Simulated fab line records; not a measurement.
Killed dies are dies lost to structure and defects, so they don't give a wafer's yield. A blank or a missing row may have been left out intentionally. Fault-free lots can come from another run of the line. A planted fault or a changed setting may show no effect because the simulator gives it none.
fab line records    flow sky130
record lots=14  wafers=42  lastDay=50
route steps=708 shown POLY_CUT@315 LOCAL_INTERCONNECT@395 CONTACT@411
lots that met no fault: taken from a fault-free run of the same line
startH: start of the lot's first displayed wafer, in hours after the record's first day    waitH: how many hours have passed since the lot's step before this one    " the same as in the row above    L1.1+2: a row that stands for several wafers    - either no value or no given start    * or withheld: withheld    < > ~ a bound
route shown NAME@n: names a module that has steps shown in the file, with the first one's number in the route    usual: mean and standard deviation over wafers with no fault    same: alike in all rows    chamber/n: place in a boat    sites: per-site readings    _std_site: standard deviation of those values    _edge_site: mean of outer sites minus mean of inner sites    radiusMm: how far each site lies from the wafer's centre    mask NAME#n: copy n    behind: tool/chamber where the wafer was last shaped    hold: why the lot went on hold/how many hours it stayed there/how the hold came to an end    device: whichever transistor did not switch (one of n, p or np)    end of line: the tests these same wafers got at the end of their route    a step without rows: its recipe alone    killed: not the wafer's yield, but the dies lost to structure and defects at the first sort    map: per-die view of a wafer (x killed, . not killed, _ where there is no die)
set.NAME: setting as actually run; set.NAME@STEP: the setting as run at that earlier step    model.NAME: the simulator's own value behind a step, which no gauge read
route steps across a sampled set of lots; one table per step, one row per wafer
services: the hour from which a tool's chamber was out of use, counted from the record's first day as startH (under 0 if before that day), plus the number of hours and why
## steps
# step SKY_POLY_CUT_CD_MEAS_08
# recipe targetCdNm=270
# usual cdNm=270.1/1.2
lot.wafer  tool      chamber  startH  waitH  cdNm
L874.1     cdSem-01  -        548.57  -      271.3
L874.4     "         -        "       "      269.0
L874.6     "         -        "       "      270.4
L875.2     cdSem-01  -        563.97  -      269.2
L875.3     "         -        "       "      269.6
L875.6     "         -        "       "      269.4
L876.1     cdSem-01  -        579.77  -      269.8
L876.3     "         -        "       "      269.2
L876.6     "         -        "       "      269.6
L878.3     cdSem-01  -        593.06  -      269.2
L878.4     "         -        "       "      269.6
L878.6     "         -        "       "      270.8
L879.1     cdSem-02  -        604.32  -      269.0
L879.3     "         -        "       "      270.6
L879.4     "         -        "       "      269.2
L880.2     cdSem-01  -        613.14  -      270.7
L880.3     "         -        "       "      272.4
L880.4     "         -        "       "      272.8
L882.1     cdSem-02  -        629.60  -      270.2
L882.2     "         -        "       "      270.5
L882.4     "         -        "       "      269.6
L881.4     cdSem-01  -        631.23  -      270.2
L881.5     "         -        "       "      270.6
L881.6     "         -        "       "      271.3
L884.3     cdSem-01  -        653.41  -      269.2
L884.4     "         -        "       "      269.2
L884.5     "         -        "       "      269.1
L885.1     cdSem-01  -        656.32  -      271.0
L885.3     "         -        "       "      271.7
L885.4     "         -        "       "      270.1
L889.2     cdSem-01  -        692.49  -      269.5
L889.4     "         -        "       "      269.7
L889.5     "         -        "       "      268.8
L890.1     cdSem-02  -        701.37  -      268.4
L890.3     "         -        "       "      268.9
L890.5     "         -        "       "      268.9
L896.2     cdSem-01  -        737.64  -      271.1
L896.4     "         -        "       "      270.9
L896.6     "         -        "       "      270.9
L897.1     cdSem-02  -        744.27  -      268.5
L897.3     "         -        "       "      268.6
L897.6     "         -        "       "      267.6
# step SKY_POLY_CUT_STRIP_12
# recipe chemistry=O2/N2  powerW=1400  pressureMtorr=1500  platenTempC=withheld  o2FlowSccm=3000  n2FlowSccm=300  overashFraction=0.5
# usual drypumpMotorCurrentA=5.5/0.38  oesProductAu=0.452/0.0045  stripTimeToEndpointS=5.358/0.015
lot.wafer  tool            chamber  startH  waitH  drypumpMotorCurrentA  oesProductAu  rfHoursCounterH  stripTimeToEndpointS
L874.1     plasmaAsher-03  1        548.81  0.0    5.9                   0.458         74               5.331
L874.4     "               0        "       "      5.1                   0.458         -                5.348
L874.6     "               0        "       "      5.1                   0.465         -                5.353
L875.2     plasmaAsher-04  0        564.19  0.0    6.0                   0.450         86               5.374
L875.3     "               1        "       "      5.0                   0.460         -                5.371
L875.6     "               1        "       "      5.0                   0.459         -                5.376
L876.1     plasmaAsher-04  0        580.01  0.0    6.0                   0.458         87               5.346
L876.3     "               1        "       "      5.0                   0.453         -                5.345
L876.6     "               0        "       "      6.0                   0.454         -                5.372
L878.3     plasmaAsher-01  0        593.34  0.1    5.7                   0.447         -                5.336
L878.4     "               1        "       "      5.6                   0.451         -                5.338
L878.6     "               0        "       "      5.7                   0.450         -                5.331
L879.1     plasmaAsher-03  1        604.56  0.0    5.9                   0.448         80               5.350
L879.3     "               0        "       "      5.0                   0.446         -                5.355
L879.4     "               1        "       "      5.9                   0.457         -                5.352
L880.2     plasmaAsher-03  1        613.36  0.0    5.9                   0.453         81               5.340
L880.3     "               0        "       "      5.1                   0.455         -                5.367
L880.4     "               1        "       "      5.9                   0.458         -                5.338
L882.1     plasmaAsher-01  1        629.84  0.0    5.6                   0.459         20               5.361
L882.2     "               0        "       "      5.7                   0.447         20               5.387
L882.4     "               1        "       "      5.6                   0.456         -                5.379
L881.4     plasmaAsher-01  0        631.44  0.1    5.7                   0.452         -                5.366
L881.5     "               0        "       "      5.7                   0.456         -                5.356
L881.6     "               1        "       "      5.6                   0.450         -                5.378
L884.3     plasmaAsher-03  1        653.64  0.1    5.9                   0.456         -                5.382
L884.4     "               0        "       "      5.0                   0.450         -                5.358
L884.5     "               0        "       "      5.1                   0.452         -                5.365
L885.1     plasmaAsher-03  0        656.56  0.0    5.1                   0.449         86               5.368
L885.3     "               1        "       "      5.9                   0.458         -                5.367
L885.4     "               0        "       "      5.1                   0.453         -                5.347
L889.2     plasmaAsher-03  0        692.71  0.0    5.0                   0.450         91               5.377
L889.4     "               0        "       "      5.0                   0.451         -                5.356
L889.5     "               0        "       "      5.1                   0.451         -                5.368
L890.1     plasmaAsher-03  0        701.61  0.0    5.0                   0.456         92               5.342
L890.3     "               0        "       "      5.0                   0.456         -                5.356
L890.5     "               1        "       "      5.9                   0.447         -                5.332
L896.2     plasmaAsher-03  0        737.86  0.0    5.0                   0.456         95               5.375
L896.4     "               0        "       "      5.0                   0.450         -                5.363
L896.6     "               0        "       "      5.1                   0.450         -                5.330
L897.1     plasmaAsher-04  0        744.51  0.0    6.0                   0.455         0                5.376
L897.3     "               1        "       "      5.0                   0.451         -                5.379
L897.6     "               1        "       "      5.0                   0.453         -                5.354
# step SKY_LOCAL_INTERCONNECT_EXPOSE_08
# recipe maskId=LI1M  na=0.8  sourceShape=annular  sigmaInner=0.55  sigmaOuter=0.85  targetCdNm=170  doseMj=28
# same sigmaInner=0.55
lot.wafer   tool           chamber  startH  waitH  mask
L874.1+4+6  krfScanner-02  0        681.59  -      LI1M#0
L875.2+3+6  krfScanner-02  0        698.64  -      LI1M#0
L876.1+3+6  krfScanner-01  0        710.89  -      LI1M#0
L878.3+4+6  krfScanner-01  0        725.51  -      LI1M#0
L879.1+3+4  krfScanner-01  0        736.84  -      LI1M#0
L880.2+3+4  krfScanner-02  0        743.77  -      LI1M#0
L882.1+2+4  krfScanner-01  0        759.10  -      LI1M#0
L881.4+5+6  krfScanner-01  0        760.18  -      LI1M#0
L884.3+4+5  krfScanner-01  0        782.66  -      LI1M#0
L885.1+3+4  krfScanner-01  0        784.44  -      LI1M#0
L889.2+4+5  krfScanner-01  0        818.91  -      LI1M#0
L890.1+3+5  krfScanner-01  0        826.99  -      LI1M#0
L896.2+4+6  krfScanner-02  0        859.62  -      LI1M#0
L897.1+3+6  krfScanner-02  0        867.07  -      LI1M#0
# step SKY_LOCAL_INTERCONNECT_CD_MEAS_11
# recipe targetCdNm=170
# usual cdNm=169.3/1.5
lot.wafer  tool      chamber  startH  waitH  cdNm
L874.1     cdSem-01  -        695.52  -      171.9
L874.4     "         -        "       "      172.8
L874.6     "         -        "       "      170.5
L875.2     cdSem-02  -        712.79  -      169.6
L875.3     "         -        "       "      169.3
L875.6     "         -        "       "      170.9
L876.1     cdSem-02  -        724.04  -      169.4
L876.3     "         -        "       "      170.2
L876.6     "         -        "       "      169.8
L878.3     cdSem-02  -        738.96  -      168.9
L878.4     "         -        "       "      170.8
L878.6     "         -        "       "      169.7
L879.1     cdSem-01  -        750.17  -      171.5
L879.3     "         -        "       "      171.8
L879.4     "         -        "       "      172.0
L880.2     cdSem-02  -        756.99  -      170.2
L880.3     "         -        "       "      171.1
L880.4     "         -        "       "      170.8
L882.1     cdSem-01  -        772.89  -      168.4
L882.2     "         -        "       "      169.8
L882.4     "         -        "       "      168.4
L881.4     cdSem-01  -        773.90  -      167.7
L881.5     "         -        "       "      167.0
L881.6     "         -        "       "      166.4
L884.3     cdSem-02  -        795.46  -      169.1
L884.4     "         -        "       "      168.4
L884.5     "         -        "       "      168.5
L885.1     cdSem-02  -        797.84  -      169.4
L885.3     "         -        "       "      168.3
L885.4     "         -        "       "      169.2
L889.2     cdSem-01  -        831.61  -      148.5
L889.4     "         -        "       "      156.6
L889.5     "         -        "       "      151.6
L890.1     cdSem-02  -        839.87  -      159.4
L890.3     "         -        "       "      137.4
L890.5     "         -        "       "      145.6
L896.2     cdSem-01  -        872.56  -      168.0
L896.4     "         -        "       "      169.6
L896.6     "         -        "       "      167.6
L897.1     cdSem-01  -        880.27  -      169.7
L897.3     "         -        "       "      170.4
L897.6     "         -        "       "      169.3
# step SKY_CONTACT_BOW_MEAS_05
# recipe mode=bow
# usual CONTACT_BOW=81/6.6
lot.wafer  tool          chamber  startH  waitH  CONTACT_BOW[um]
L874.1     filmMetro-01  -        697.02  0.2    82
L874.4     "             -        "       "      76
L874.6     "             -        "       "      88
L875.2     filmMetro-04  -        714.90  0.2    78
L875.3     "             -        "       "      85
L875.6     "             -        "       "      79
L876.1     filmMetro-03  -        725.43  0.2    75
L876.3     "             -        "       "      69
L876.6     "             -        "       "      83
L878.3     filmMetro-01  -        740.34  0.1    81
L878.4     "             -        "       "      63
L878.6     "             -        "       "      87
L879.1     filmMetro-04  -        751.56  0.1    87
L879.3     "             -        "       "      78
L879.4     "             -        "       "      68
L880.2     filmMetro-03  -        758.41  0.2    85
L880.3     "             -        "       "      76
L880.4     "             -        "       "      70
L882.1     filmMetro-04  -        774.28  0.1    79
L882.2     "             -        "       "      80
L882.4     "             -        "       "      65
L881.4     filmMetro-03  -        775.28  0.2    88
L881.5     "             -        "       "      79
L881.6     "             -        "       "      73
L884.3     filmMetro-01  -        796.96  0.1    89
L884.4     "             -        "       "      76
L884.5     "             -        "       "      73
L885.1     filmMetro-01  -        799.22  0.2    81
L885.3     "             -        "       "      83
L885.4     "             -        "       "      78
L889.2     filmMetro-01  -        833.08  0.2    81
L889.4     "             -        "       "      88
L889.5     "             -        "       "      74
L890.1     filmMetro-03  -        841.28  0.2    80
L890.5     "             -        "       "      85
L896.2     filmMetro-01  -        873.98  0.3    73
L896.4     "             -        "       "      92
L896.6     "             -        "       "      85
L897.1     filmMetro-03  -        881.70  0.1    91
L897.3     "             -        "       "      80
L897.6     "             -        "       "      84
## services
tool            chamber  startH  hours  kind
plasmaAsher-03  -        529.49  5.5    repair
krfScanner-02   -        533.35  4.4    pm
krfScanner-02   -        537.97  6.3    repair
plasmaAsher-03  -        565.76  0.9    repair
krfScanner-01   -        570.17  0.3    repair
krfScanner-01   -        581.66  1.3    pm
krfScanner-01   -        586.38  1.0    pm
krfScanner-02   -        602.34  0.8    pm
krfScanner-02   -        619.27  1.0    pm
krfScanner-01   -        620.27  4.0    pm
krfScanner-02   -        633.63  1.3    pm
krfScanner-01   -        641.95  0.8    pm
plasmaAsher-03  -        647.15  2.8    pm
krfScanner-01   -        656.58  4.2    repair
plasmaAsher-03  -        752.68  1.3    repair
krfScanner-01   -        755.38  1.0    pm
krfScanner-01   -        757.56  1.3    pm
krfScanner-02   -        771.14  0.8    pm
krfScanner-02   -        777.80  4.4    pm
krfScanner-02   -        788.27  1.0    pm
krfScanner-02   -        809.53  1.3    pm
krfScanner-01   -        810.83  0.8    pm
krfScanner-01   -        824.80  0.3    repair
krfScanner-01   -        835.28  0.6    repair
## key
firstSign step=SKY_LOCAL_INTERCONNECT_CD_MEAS_11  reading=cdNm  direction=down  sigmas=13  usual=169.3  struck=149.9
effect none on later readings
metAt SKY_LOCAL_INTERCONNECT_EXPOSE_08
struckLots L889,L890
laterRowsLeftOut L890.3
sortLeftOut L889.2,L889.4,L889.5,L890.1,L890.3,L890.5
testerLeftOut L889,L890
notActingAt SKY_POLY_CUT_CD_MEAS_08,SKY_POLY_CUT_STRIP_12,SKY_CONTACT_BOW_MEAS_05
onsetBetween 784.44 818.91
fault kind=processParameterDrift  tool=krfScanner-01  chamber=-  onsetH=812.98  steps=SKY_LOCAL_INTERCONNECT_EXPOSE_08  channel=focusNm  offset=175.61  spreadByWafer=0.3  shape=step  endH=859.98
# testerLeftOut: of these lots the tester's yield and bins aren't shown, on N5 and GAA mostly nor the transistor test; their killed dies are dies lost to structure and defects alone, not to doping, threshold or leakage, so they don't give the yield
# sortLeftOut: the simulated sort isn't trusted on such a fault, so these wafers' sort isn't shown, and their yield isn't known
# laterRowsLeftOut: the simulator's readings of these wafers behind a module that went badly wrong aren't trusted and aren't shown, but for the sort
